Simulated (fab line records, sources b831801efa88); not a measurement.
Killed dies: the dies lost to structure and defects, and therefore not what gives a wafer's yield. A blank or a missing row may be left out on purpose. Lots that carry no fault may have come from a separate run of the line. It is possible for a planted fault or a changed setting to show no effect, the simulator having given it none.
Struck lot and sound lot, side by side ; flow sky130 ; 15 steps out of a route of 708
Sound: wafers L373.2, L373.3, L373.4. Struck: wafer L382.4. (L382.1, L382.6 of the same lot were not struck and are left out.) The cause comes at the end.
Each step with rows lists, per side, the tool, then ch with its chambers, then its first start. Under that, the readings that differ: sound wafers ; struck wafers ; difference of the means ; sigmas: that difference in standard deviations of wafers without a fault.
alike: same words and numbers on both sides, and readings whose means sit less than 2 such deviations apart. not compared: any withheld reading, any reading some wafer has no value for, any bound like >300 that may hide the same value, and any number with overlapping values for which the record gives no deviation.
A row with sigmas, a row that says differs or no value, or rows on one side alone: a step with any of these is where the two part. Numbers that don't overlap but have no deviation are shown without sigmas and don't part them. A reading missing from all wafers of one side parts the sides only when that side holds two or more wafers.

SKY_CONTACT_STRIP_19: strips in O2/N2.
  sound on plasma asher-04 ch 0,1, day 32 19:01; struck on plasma asher-02 ch 0, day 36 02:38
  alike: drypump motor current A, oes product au, strip time to endpoint s
  not compared: rf hours counter h
then, 5 steps without rows for these wafers: SKY_CONTACT_STRIP_20 (strips in post etch residue remover, time 1200 s); SKY_CONTACT_CLEAN_21 (cleans in IPA, time 180 s); SKY_CONTACT_CLEAN_22 (cleans in O3/DIW); SKY_CONTACT_SPUTTER_23 (material TiN, target thk 20 nm, time 80 s); SKY_CONTACT_CVD_24 (deposits W, target thk 340 nm, time 102.12 s).
SKY_CONTACT_RS_MEAS_25: uses a four-point probe to measure.
  struck on film metro-04, day 36 03:23; sound on film metro-02, day 32 19:48
  alike: CONTACT_W_RS
SKY_CONTACT_THK_MEAS_26: measures by xrf.
  struck on film metro-04, day 36 03:31; sound on film metro-02, day 32 19:55
reading;sound;struck;difference;sigmas
CONTACT_W_THK (nm);330 328 329;338;+9;+2
SKY_CONTACT_CMP_27: polishes, stops on SiO2, t overpolish 15 s, target thk 0 nm.
  sound on cmp-02 ch 1,2,3, day 32 19:58; struck on cmp-01 ch 0, day 36 03:44
  alike: motor current A, overpolish run s, slurry flow ml min, time to endpoint s
SKY_METAL1_SPUTTER_00: material Ti, target thk 15 nm, time 10 s.
  struck on pvd sputter-02, day 36 03:56; sound on pvd sputter-02, day 32 20:16
  alike: chamber pressure pa, throttle valve pct
SKY_METAL1_SPUTTER_01: material TiN, target thk 20 nm, time 16.7 s.
  struck on pvd sputter-02, day 36 03:57; sound on pvd sputter-02, day 32 20:17
  alike: chamber pressure pa, throttle valve pct
then, 1 step without rows for these wafers: SKY_METAL1_SPUTTER_02 (material AlCu, target thk 250 nm, time 13.86 s).
SKY_METAL1_SPUTTER_03: material Ti, target thk 5 nm, time 3.3 s.
  struck on pvd sputter-02, day 36 04:00; sound on pvd sputter-02, day 32 20:20
reading;sound;struck;difference;sigmas
model.Ti_of_METAL1_SPUTTER_03.thk nm (nm);5.06 4.942 4.898;3.486;-1.481;
  alike: chamber pressure pa, throttle valve pct
SKY_METAL1_SPUTTER_04: material TiN, target thk 70 nm, time 58.3 s.
  struck on pvd sputter-02, day 36 04:01; sound on pvd sputter-02, day 32 20:22
  alike: chamber pressure pa, throttle valve pct
then, 1 step without rows for these wafers: SKY_PAD_OPEN_PROBE_99.

WHERE THEY PART
At SKY_CONTACT_THK_MEAS_26 and nowhere else, as far as this record goes. Later steps at which nothing parts them and some readings are alike: SKY_CONTACT_CMP_27, SKY_METAL1_SPUTTER_00, SKY_METAL1_SPUTTER_01, SKY_METAL1_SPUTTER_03, SKY_METAL1_SPUTTER_04.

WHY: the cause the simulator had injected
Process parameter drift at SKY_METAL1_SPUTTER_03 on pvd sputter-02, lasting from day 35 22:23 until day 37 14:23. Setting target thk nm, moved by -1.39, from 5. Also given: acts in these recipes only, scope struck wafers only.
